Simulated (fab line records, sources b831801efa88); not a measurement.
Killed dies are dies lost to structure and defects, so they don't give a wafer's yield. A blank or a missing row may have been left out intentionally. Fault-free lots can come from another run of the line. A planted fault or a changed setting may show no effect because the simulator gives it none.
A struck lot beside a sound one | flow sky130 | 15 out of 708 route steps
Sound: wafers L745.2, L745.3, L745.6. Struck: wafers L748.1, L748.3, L748.6. The cause is given at the end.
Order at every step that has rows: each side's tool, ch and its chambers, its first start. Under that, the readings that differ: sound wafers | struck wafers | difference of the means | sigmas: that difference in standard deviations of wafers without a fault.
alike: readings whose means differ by less than 2 such deviations, and words and numbers that are the same on both sides. not compared: withheld readings, readings that some wafer has no value for, bounds like >300 that may hide the same value, and numbers for which the record gives no deviation and whose values overlap.
Wherever a step has rows on one side only, a row that says differs or no value, or a row with sigmas, the two part there. Numbers that have no deviation but don't overlap get no sigmas and don't part them. A reading missing from all wafers of one side parts the sides only when that side holds two or more wafers.

SKY_LDD_HVP_OVL_MEAS_07:
  sound on overlay-02, day 24 08:19; struck on overlay-01, day 24 20:16
reading          | sound          | struck       | difference | sigmas
LDD_HVP_OVL (nm) | -1.5 -1.1 -1.8 | 1.9 3.8 -1.0 | +3.0       | +2
after that, 1 step had no rows for these wafers: SKY_LDD_HVP_IMPLANT_08.
SKY_LDD_HVP_STRIP_09: strips in O2/N2.
  sound on plasmaAsher-02 ch 0,1, day 24 08:30; struck on plasmaAsher-04 ch 0,1, day 24 20:27
  alike: drypumpMotorCurrentA, oesProductAu, stripTimeToEndpointS
  not compared: rfHoursCounterH
SKY_LDD_HVP_TW_MEAS_10:
  sound on filmMetro-01, day 24 08:37; struck on filmMetro-01, day 24 20:33
  alike: LDD_HVP_TW
then, 7 steps without rows for these wafers: SKY_LDD_LDN_DEHYDRATE_00 (time 60 s); SKY_LDD_LDN_HMDS_01 (prime time 60 s); SKY_LDD_LDN_COAT_02 (resist thk 1140 nm); SKY_LDD_LDN_SOFTBAKE_03 (time 60 s); SKY_LDD_LDN_EXPOSE_04 (exposes mask LDNTM, target cd 700 nm); SKY_LDD_LDN_PEB_05; SKY_LDD_LDN_DEVELOP_06 (develop time 60 s).
SKY_LDD_LDN_OVL_MEAS_07:
  sound on overlay-02, day 25 14:14; struck on overlay-02, day 26 00:49
  alike: LDD_LDN_OVL
SKY_LDD_LDN_IMPLANT_08:
  sound on implanter-01 ch 0, day 25 14:18; struck on implanter-01 ch 0, day 26 00:51
reading          | sound                         | struck                          | difference  | sigmas
doseIonsCm2      | 1.2477e+13 1.25e+13 1.248e+13 | 1.1839e+13 1.1813e+13 1.181e+13 | -6.6500e+11 | -48
faradayCurrentUA | 72.3 70.8 71.1                | 69.2 66.9 67.0                  | -3.7        | -3
  alike: endStationPressureTorr, rotationDeg
after that, 1 step had no rows for these wafers: SKY_LDD_LDN_IMPLANT_09.
-- the record jumps here: 22 days lie between the struck wafers' starts before and after (it left off in module LDD_LDN and takes up again in module PAD_OPEN, whose first step shown is number 708 of the route) --
SKY_PAD_OPEN_PROBE_99:
  sound on prober-02, day 47 11:56; struck on prober-02, day 47 22:44
reading          | sound    | struck  | difference | sigmas
killedAtFrontEnd | 22 31 11 | 14 8 11 | -10        | -2
  alike: killed_at_M0_to_M3, killed_at_M4_up, killedAtContacts, killedAtOther, killedDies, killedOpen, killedShort

== WHERE THEY PART ==
Earliest at SKY_LDD_HVP_OVL_MEAS_07; latest, in this record, at SKY_PAD_OPEN_PROBE_99.

WHY: the cause the simulator had injected
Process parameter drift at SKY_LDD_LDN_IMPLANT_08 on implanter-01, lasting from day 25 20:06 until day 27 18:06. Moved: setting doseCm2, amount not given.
